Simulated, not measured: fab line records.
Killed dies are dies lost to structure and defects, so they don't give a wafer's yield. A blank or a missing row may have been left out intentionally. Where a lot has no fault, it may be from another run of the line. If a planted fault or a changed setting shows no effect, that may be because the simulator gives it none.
Split-lot experiment    flow sky130    on a route of 708 steps: 5 lots, 23 wafers read

SPLIT DETAILS
At SKY_VT_ADJUST_NCORE_IMPLANT_09, the setting dose cm2 was moved away from the recipe's 2.4e+12 on 8 of the 23 wafers read, by -7.3% to -4.7%. The other wafers ran this setting at the recipe's value.

FROM THE SPLIT ON TO THE READING: in between, the file shows 1 step
- SKY_VT_ADJUST_NCORE_STRIP_10: strips in O2/N2

THE READING
VT_ADJUST_NCORE_TW, at SKY_VT_ADJUST_NCORE_TW_MEAS_11. Typical for fault-free wafers on this fab line: 217.2, with standard deviation 2.2.

wafer   tool, chamber at the split  dose cm2 as run  against the recipe  VT_ADJUST_NCORE_TW  against lot-mates on the recipe
L074.2  implanter-04, 0             2.263e+12        -5.7%               213.5               -4.2
L074.3  implanter-04, 0             2.263e+12        -5.7%               213.0               -4.7
L074.4  implanter-04, 0             2.4e+12          recipe              217.9               -
L074.5  implanter-04, 0             2.4e+12          recipe              217.5               -
L074.6  implanter-04, 0             2.263e+12        -5.7%               212.2               -5.5
L078.1  implanter-01, 0             2.4e+12          recipe              218.4               -
L078.3  implanter-01, 0             2.4e+12          recipe              218.8               -
L078.4  implanter-01, 0             2.4e+12          recipe              219.5               -
L080.1  implanter-02, 0             2.225e+12        -7.3%               214.0               -5.4
L080.3  implanter-02, 0             2.4e+12          recipe              219.2               -
L080.4  implanter-02, 0             2.4e+12          recipe              220.2               -
L080.5  implanter-02, 0             2.225e+12        -7.3%               215.4               -4.0
L080.6  implanter-02, 0             2.4e+12          recipe              218.7               -
L082.1  implanter-02, 0             2.4e+12          recipe              218.9               -
L082.2  implanter-02, 0             2.4e+12          recipe              219.9               -
L082.3  implanter-02, 0             2.4e+12          recipe              218.4               -
L082.4  implanter-02, 0             2.4e+12          recipe              219.0               -
L082.6  implanter-02, 0             2.4e+12          recipe              219.9               -
L083.1  implanter-02, 0             2.4e+12          recipe              214.2               -
L083.2  implanter-02, 0             2.4e+12          recipe              214.2               -
L083.3  implanter-02, 0             2.286e+12        -4.7%               212.1               -2.1
L083.4  implanter-02, 0             2.286e+12        -4.7%               212.2               -2.0
L083.6  implanter-02, 0             2.286e+12        -4.7%               211.8               -2.4

FIT RESULTS
A straight line over all 23 wafers: VT_ADJUST_NCORE_TW changes by +0.836 for each +1% of dose cm2; r = +0.79; the points scatter about the line by 1.9.
The same after taking each lot's own level away (the mean of its wafers on the recipe; 23 wafers): +0.671 for each +1%; r = +0.94; scatter 0.74.
On that fit, the largest move of dose cm2 shifts the reading by 4.9.
Across the lots, their own levels run from 214.20 to 219.37, a range of 2.3 times the standard deviation given above.
So the lot-to-lot level blurs the effect unless lot-mates are compared.
Check: for one of the wafers moved furthest among these (-7.3%), held out of the fit, the line's prediction against its lot-mates is -4.74. It came out at -5.37 against them.

THESE WAFERS: OTHER SPLITS
Other splits were also applied to these wafers ahead of the reading. Each is held against what the fit with the lots' levels taken away leaves over:
other split on the same wafers              wafers away from the commonest value  r with VT_ADJUST_NCORE_TW (lot level and that fit taken away)
SKY_FIELD_ISO_OXIDATION_01 temp c           10                                    +0.26
SKY_NWELL_OXIDATION_01 ox time s            15                                    -0.06
SKY_PWDE_COAT_02 spin rpm                   10                                    -0.62
SKY_NWELL_IMPLANT_11 dose cm2               9                                     +0.35
SKY_NWELL_IMPLANT_24 energy kev             8                                     +0.03
SKY_NWELL_CLEAN_27 time s                   15                                    -0.25
SKY_VT_ADJUST_HVTP_DEVELOP_06 dev temp c    4                                     -0.39
SKY_VT_ADJUST_HVTP_STRIP_10 pressure mtorr  18                                    +0.23
SKY_VT_ADJUST_LVTN_STRIP_09 o2 flow sccm    8                                     -0.03

FILE'S OWN FIT
VT_ADJUST_NCORE_TW changes by +0.661 for each +1% of dose cm2, r = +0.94.
